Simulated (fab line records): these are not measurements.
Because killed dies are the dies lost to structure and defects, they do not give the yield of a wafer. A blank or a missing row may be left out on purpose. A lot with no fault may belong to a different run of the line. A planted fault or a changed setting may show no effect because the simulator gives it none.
fab line records ; flow gf180mcu ; part 2 of 2: steps 32 to 39 of 39
record lots=5; wafers=15; last-day=34
route steps=602 shown VT_IMPLANT@135 MVSD@136 NWELL@137 LVPWELL@138 MVPSD@139 DUAL_GATE@141 POLY_GATE@157
lots untouched by any fault: they come from a run of this same line in which no faults occurred
start-h: hours from the record's opening day to when the first of the lot's shown wafers began ; wait-h: hours from the lot's prior step to this one ; " unchanged from the row above ; L1.1+2: several wafers, shown together as one row ; - no value present, or no start provided ; * or withheld: withheld ; < > ~ a bound
route shown NAME@n: names a module that has steps shown in the file, with the first one's number in the route ; usual: mean/standard deviation taken from wafers without a fault ; same: alike in all rows ; chamber/n: place in a boat ; sites: per-site readings ; _std_site: the values' standard deviation ; _edge_site: outer sites' mean less inner sites' ; radius-mm: for every site, how far away it sits from the centre of the wafer ; mask NAME#n: copy n ; behind: the tool/chamber that last shaped the wafer ; hold: the reason the lot was held/the length of the hold in hours/how it ended ; device: names the non-switching transistor (n, p or np) ; end of line: the tests these same wafers got at the end of their route ; where a step has no rows: the recipe by itself ; killed: the dies lost at the first sort to structure and to defects; this is not the yield of the wafer ; map: the dies of a wafer, with x for killed, . for not killed, _ for no die there
set.NAME: the setting the step ran with; set.NAME@STEP: the setting that earlier step ran with ; model.NAME: the simulator's own value behind a step, which no gauge read
lots at some steps of the route; a table a step, a row a wafer
services: from which hour (start-h, from the record's first day; less than 0 if before it) a tool's chamber was out of use, for how many hours, and why
## steps
# step GF_POLY_GATE_DEVELOP_09
# recipe develop-time-s=60; resist=KrF; dev-temp-c=21
lot.wafer;tool;chamber;start-h;wait-h
L079.1+2+3;litho-track-01;0;230.40;0.2
L083.3+5+6;litho-track-02;0;260.94;0.1
L089.1+3+6;litho-track-02;0;304.49;0.2
L092.2+3+6;litho-track-02;0;328.17;0.2
L096.1+3+6;litho-track-02;0;354.09;0.2
# step GF_POLY_GATE_CD_MEAS_10
# recipe target-cd-nm=280
# usual cd-nm=279.8/1.2
lot.wafer;tool;chamber;start-h;wait-h;cd-nm
L079.1;cd-sem-02;-;230.55;0.1;280.8
L079.2;cd-sem-02;-;230.55;0.1;282.2
L079.3;cd-sem-02;-;230.55;0.1;280.6
L083.3;cd-sem-01;-;261.08;0.1;277.9
L083.5;cd-sem-01;-;261.08;0.1;277.8
L083.6;cd-sem-01;-;261.08;0.1;279.8
L089.1;cd-sem-01;-;304.64;0.1;280.2
L089.3;cd-sem-01;-;304.64;0.1;280.0
L089.6;cd-sem-01;-;304.64;0.1;279.5
L092.2;cd-sem-02;-;328.31;0.1;278.9
L092.3;cd-sem-02;-;328.31;0.1;278.8
L092.6;cd-sem-02;-;328.31;0.1;280.4
L096.1;cd-sem-02;-;354.24;0.1;278.0
L096.3;cd-sem-02;-;354.24;0.1;277.6
L096.6;cd-sem-02;-;354.24;0.1;278.1
# step GF_POLY_GATE_OVL_MEAS_11
# usual POLY_GATE_OVL=5/5.1
lot.wafer;tool;chamber;start-h;wait-h;POLY_GATE_OVL[nm]
L079.1;overlay-01;-;230.67;0.1;2
L079.2;overlay-01;-;230.67;0.1;2
L079.3;overlay-01;-;230.67;0.1;-1
L083.3;overlay-01;-;261.17;0.1;4
L083.5;overlay-01;-;261.17;0.1;10
L083.6;overlay-01;-;261.17;0.1;7
L089.1;overlay-02;-;304.76;0.1;18
L089.3;overlay-02;-;304.76;0.1;8
L089.6;overlay-02;-;304.76;0.1;17
L092.2;overlay-01;-;328.42;0.1;5
L092.3;overlay-01;-;328.42;0.1;4
L092.6;overlay-01;-;328.42;0.1;12
L096.1;overlay-02;-;354.36;0.1;3
L096.3;overlay-02;-;354.36;0.1;12
L096.6;overlay-02;-;354.36;0.1;14
# step GF_POLY_GATE_ETCH_12
# recipe chemistry=N2/H2; target-depth-a=withheld; overetch-a=withheld; time-s=withheld; target=BARC; ion-energy-ev=200; source-w=500; bias-w=100; pressure-mtorr=30; n2-flow-sccm=100; h2-flow-sccm=200
# usual drypump-motor-current-A=5.4/0.38; oes-product-au=0.736/0.0052; throttle-valve-pct=13.213/0.0092
lot.wafer;tool;chamber;start-h;wait-h;drypump-motor-current-A;oes-product-au;throttle-valve-pct
L079.1;rie-diel-02;0;230.71;0.0;5.4;0.739;13.217
L079.2;rie-diel-02;1;230.71;0.0;5.4;0.737;13.213
L079.3;rie-diel-02;2;230.71;0.0;5.7;0.740;13.205
L083.3;rie-diel-04;0;261.20;0.0;5.1;0.741;13.205
L083.5;rie-diel-04;2;261.20;0.0;5.4;0.739;13.205
L083.6;rie-diel-04;3;261.20;0.0;4.9;0.736;13.205
L089.1;rie-diel-02;1;304.80;0.0;5.4;0.731;13.215
L089.3;rie-diel-02;0;304.80;0.0;5.3;0.738;13.214
L089.6;rie-diel-02;3;304.80;0.0;5.5;0.734;13.215
L092.2;rie-diel-04;1;328.45;0.0;5.3;0.742;13.211
L092.3;rie-diel-04;0;328.45;0.0;5.0;0.736;13.225
L092.6;rie-diel-04;1;328.45;0.0;5.3;0.728;13.206
L096.1;rie-diel-02;2;354.40;0.0;5.7;0.740;13.202
L096.3;rie-diel-02;1;354.40;0.0;5.4;0.731;13.214
L096.6;rie-diel-02;0;354.40;0.0;5.3;0.740;13.201
# step GF_POLY_GATE_ETCH_13
# recipe target=poly-Si; target-depth-nm=198.5; stop-on=SiO2; over-etch-frac=0.403; chemistry=HBr/Cl2; icp-w=400; bias-w=100; pressure-mtorr=10; HBr_flow_sccm=150; Cl2_flow_sccm=50; time-s=69.6
# usual drypump-motor-current-A=5.9/0.43; oes-product-au=0.992/0.0083; throttle-valve-pct=33.685/0.0089
# same time-s=69.6
lot.wafer;tool;chamber;start-h;wait-h;drypump-motor-current-A;oes-product-au;rf-hours-counter-h;throttle-valve-pct
L079.1;rie-si-02;0;230.76;-;5.5;0.988;68;33.689
L079.2;rie-si-02;1;230.76;-;5.8;0.989;104;33.660
L079.3;rie-si-02;2;230.76;-;6.7;0.992;5;33.689
L083.3;rie-si-02;2;261.25;-;6.8;1.007;5;33.680
L083.5;rie-si-02;1;261.25;-;5.8;0.999;-;33.675
L083.6;rie-si-02;0;261.25;-;5.4;1.004;-;33.694
L089.1;rie-si-02;1;304.85;-;5.8;0.967;0;33.679
L089.3;rie-si-02;3;304.85;-;6.0;0.997;3;33.668
L089.6;rie-si-02;3;304.85;-;6.1;0.999;-;33.688
L092.2;rie-si-02;3;328.50;-;6.0;0.990;3;33.676
L092.3;rie-si-02;2;328.50;-;6.8;1.007;6;33.695
L092.6;rie-si-02;2;328.50;-;6.7;0.997;-;33.687
L096.1;rie-si-01;0;354.45;-;6.0;0.983;0;33.678
L096.3;rie-si-01;1;354.45;-;5.6;0.984;0;33.672
L096.6;rie-si-01;0;354.45;-;6.0;0.987;-;33.699
# step GF_POLY_GATE_STRIP_14
# recipe chemistry=O2/N2; power-w=1400; pressure-mtorr=1500; platen-temp-c=250; o2-flow-sccm=3000; n2-flow-sccm=300; overash-fraction=0.5
# usual drypump-motor-current-A=5.6/0.52; heater-power-w=332/16; oes-product-au=0.505/0.0044
lot.wafer;tool;chamber;start-h;wait-h;drypump-motor-current-A;heater-power-w;oes-product-au;rf-hours-counter-h
L079.1;plasma-asher-03;1;230.81;0.0;4.6;359;0.499;45
L079.2;plasma-asher-03;0;230.81;0.0;5.9;324;0.497;45
L079.3;plasma-asher-03;1;230.81;0.0;4.6;358;0.499;-
L083.3;plasma-asher-04;1;261.34;0.1;5.8;342;0.497;-
L083.5;plasma-asher-04;0;261.34;0.1;5.8;325;0.503;-
L083.6;plasma-asher-04;1;261.34;0.1;5.8;349;0.511;-
L089.1;plasma-asher-01;0;304.90;0.0;6.2;308;0.506;65
L089.3;plasma-asher-01;0;304.90;0.0;6.2;314;0.508;-
L089.6;plasma-asher-01;1;304.90;0.0;5.2;325;0.503;-
L092.2;plasma-asher-01;1;328.55;0.0;5.2;327;0.504;67
L092.3;plasma-asher-01;1;328.55;0.0;5.2;324;0.511;-
L092.6;plasma-asher-01;1;328.55;0.0;5.2;323;0.509;-
L096.1;plasma-asher-04;1;354.50;0.0;5.8;363;0.508;25
L096.3;plasma-asher-04;1;354.50;0.0;5.8;357;0.505;-
L096.6;plasma-asher-04;0;354.50;0.0;5.8;325;0.498;-
# step GF_POLY_GATE_CLEAN_15
# recipe chemistry=SC1/SC2; mix=1:4:20; temp-c=70; time-s=150; dry=n2-spin
# usual temp-c=70.00/0.11
# same time-s=150
lot.wafer;tool;chamber;start-h;wait-h;temp-c
L079.1;wet-bench-03;2;230.91;0.1;70.08
L079.2;wet-bench-03;2;230.91;0.1;69.94
L079.3;wet-bench-03;2;230.91;0.1;70.16
L083.3;wet-bench-04;3;261.40;0.0;70.22
L083.5;wet-bench-04;3;261.40;0.0;70.22
L083.6;wet-bench-04;3;261.40;0.0;70.02
L089.1;wet-bench-04;2;305.00;0.1;70.07
L089.3;wet-bench-04;2;305.00;0.1;70.11
L089.6;wet-bench-04;2;305.00;0.1;70.02
L092.2;wet-bench-03;0;328.65;0.1;69.80
L092.3;wet-bench-03;0;328.65;0.1;70.17
L092.6;wet-bench-03;0;328.65;0.1;70.27
L096.1;wet-bench-01;2;354.60;0.1;69.96
L096.3;wet-bench-01;2;354.60;0.1;70.08
L096.6;wet-bench-01;2;354.60;0.1;69.95
# step GF_POLY_GATE_OXIDATION_16
# recipe temp-c=850; ambient=O2; stabilise-s=600; purge-s=300; target-thk-a=40; ox-time-s=899
# usual ox-temp-c-max=855.3/1.6; zone-power-bottom-pct=27.85/0.29; zone-power-top-pct=33.7/0.74
lot.wafer;tool;chamber;start-h;wait-h;ox-temp-c-max;zone-power-bottom-pct;zone-power-top-pct
L079.1;furnace-02;0;231.34;0.4;854.6;27.98;33.5
L079.2;furnace-02;0;231.34;0.4;854.8;28.04;32.8
L079.3;furnace-02;0;231.34;0.4;855.0;27.94;33.2
L083.3;furnace-02;0;261.51;0.1;854.2;27.50;33.0
L083.5;furnace-02;0;261.51;0.1;853.7;27.44;33.4
L083.6;furnace-02;0;261.51;0.1;853.4;27.73;33.7
L089.1;furnace-01;0;305.06;0.0;855.3;27.87;34.5
L089.3;furnace-01;0;305.06;0.0;857.4;27.66;34.8
L089.6;furnace-01;0;305.06;0.0;857.1;28.15;34.2
L092.2;furnace-02;0;329.65;0.9;854.1;27.13;32.8
L092.3;furnace-02;0;329.65;0.9;854.0;27.67;32.8
L092.6;furnace-02;0;329.65;0.9;855.9;27.38;32.6
L096.1;furnace-01;0;355.01;0.4;855.2;28.16;34.6
L096.3;furnace-01;0;355.01;0.4;856.2;28.00;34.0
L096.6;furnace-01;0;355.01;0.4;856.1;28.10;34.5
## services
tool;chamber;start-h;hours;kind
rie-diel-02;-;170.19;1.0;repair
furnace-02;-;175.65;3.2;pm
iline-stepper-02;-;176.63;4.8;repair
plasma-asher-02;-;176.73;6.2;repair
rie-diel-02;0;182.10;14.1;repair
krf-scanner-01;-;187.24;11.1;repair
krf-scanner-01;-;198.35;1.0;pm
furnace-01;-;216.67;4.0;pm
plasma-asher-01;-;218.31;0.5;repair
krf-scanner-01;-;221.57;0.8;pm
rie-si-02;3;227.59;3.7;repair
krf-scanner-01;-;238.63;4.4;pm
iline-stepper-02;-;241.60;1.7;pm
furnace-01;-;248.62;2.7;pm
krf-scanner-01;-;253.40;1.3;pm
krf-scanner-01;-;255.25;1.0;repair
rie-si-02;-;263.55;2.8;pm
plasma-asher-02;-;270.82;1.4;repair
rie-si-02;2;276.42;9.1;repair
furnace-02;-;277.03;3.4;pm
wet-bench-03;-;288.54;3.1;repair
furnace-02;-;296.58;1.8;repair
wet-bench-02;-;353.29;1.3;repair
wet-bench-02;-;353.95;8.0;repair
